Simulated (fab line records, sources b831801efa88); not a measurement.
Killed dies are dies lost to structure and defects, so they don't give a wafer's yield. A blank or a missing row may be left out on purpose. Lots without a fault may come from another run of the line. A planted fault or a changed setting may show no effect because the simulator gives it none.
A struck lot beside a sound one | flow gf180mcu | 14 steps out of a route of 602
Sound: wafers L479.4, L479.5, L479.6. Struck: wafers L496.3, L496.4, L496.6. The cause comes at the end.
At each step with rows: each side's tool, then ch and its chambers, then its first start. Under that, the readings that differ: sound wafers | struck wafers | difference of the means | sigmas: that difference in standard deviations of wafers without a fault.
alike: readings whose means differ by less than 2 such deviations, and words and numbers that are the same on both sides. not compared: withheld readings, readings that some wafer has no value for, bounds like >300 that may hide the same value, and numbers for which the record gives no deviation and whose values overlap.
The two part at a step that has a row with sigmas, a row that says differs or no value, or rows on one side only. Numbers that don't overlap but have no deviation are shown without sigmas and don't part them. A reading that every wafer of one side lacks parts them only if that side has two wafers or more.

GF_HV_LDD_OVL_MEAS_32:
  sound on overlay-01, day 12 15:49; struck on overlay-02, day 18 02:54
  alike: HV_LDD_02_OVL
then, 4 steps without rows for these wafers: GF_HV_LDD_IMPLANT_33; GF_HV_LDD_IMPLANT_34; GF_HV_LDD_IMPLANT_35; GF_HV_LDD_IMPLANT_36.
GF_HV_LDD_STRIP_37: strips in O2/N2.
  sound on plasma_asher-02 ch 0,1, day 12 16:28; struck on plasma_asher-04 ch 0,1, day 18 03:34
  alike: drypump_motor_current_A, heater_power_w, oes_product_au, strip_time_to_endpoint_s
  not compared: rf_hours_counter_h
GF_HV_LDD_TW_MEAS_38:
  sound on film_metro-02, day 12 16:34; struck on film_metro-04, day 18 03:39
  alike: HV_LDD_3_TW
then, 5 steps without rows for these wafers: GF_HV_LDD_DEHYDRATE_39 (time 60 s); GF_HV_LDD_HMDS_40 (prime time 60 s); GF_HV_LDD_COAT_41 (resist thk 1000 nm); GF_HV_LDD_SOFTBAKE_42 (time 60 s); GF_HV_LDD_EXPOSE_43 (exposes mask Pplus HV AREA, target cd 400 nm).
GF_HV_LDD_PEB_44:
  sound on litho_track-02 ch 0, day 13 12:57; struck on litho_track-04, day 19 04:22
  reading         | sound          | struck | difference                    | sigmas
  exhaust_pa (Pa) | 45.4 45.9 46.7 | - - -  | no value on the struck wafers |
  not compared: chill_plate_temp_C
then, 1 step without rows for these wafers: GF_HV_LDD_DEVELOP_45 (develop time 60 s).

WHERE THEY PART
Only at GF_HV_LDD_PEB_44, within this record.

WHY: what the simulator had put in
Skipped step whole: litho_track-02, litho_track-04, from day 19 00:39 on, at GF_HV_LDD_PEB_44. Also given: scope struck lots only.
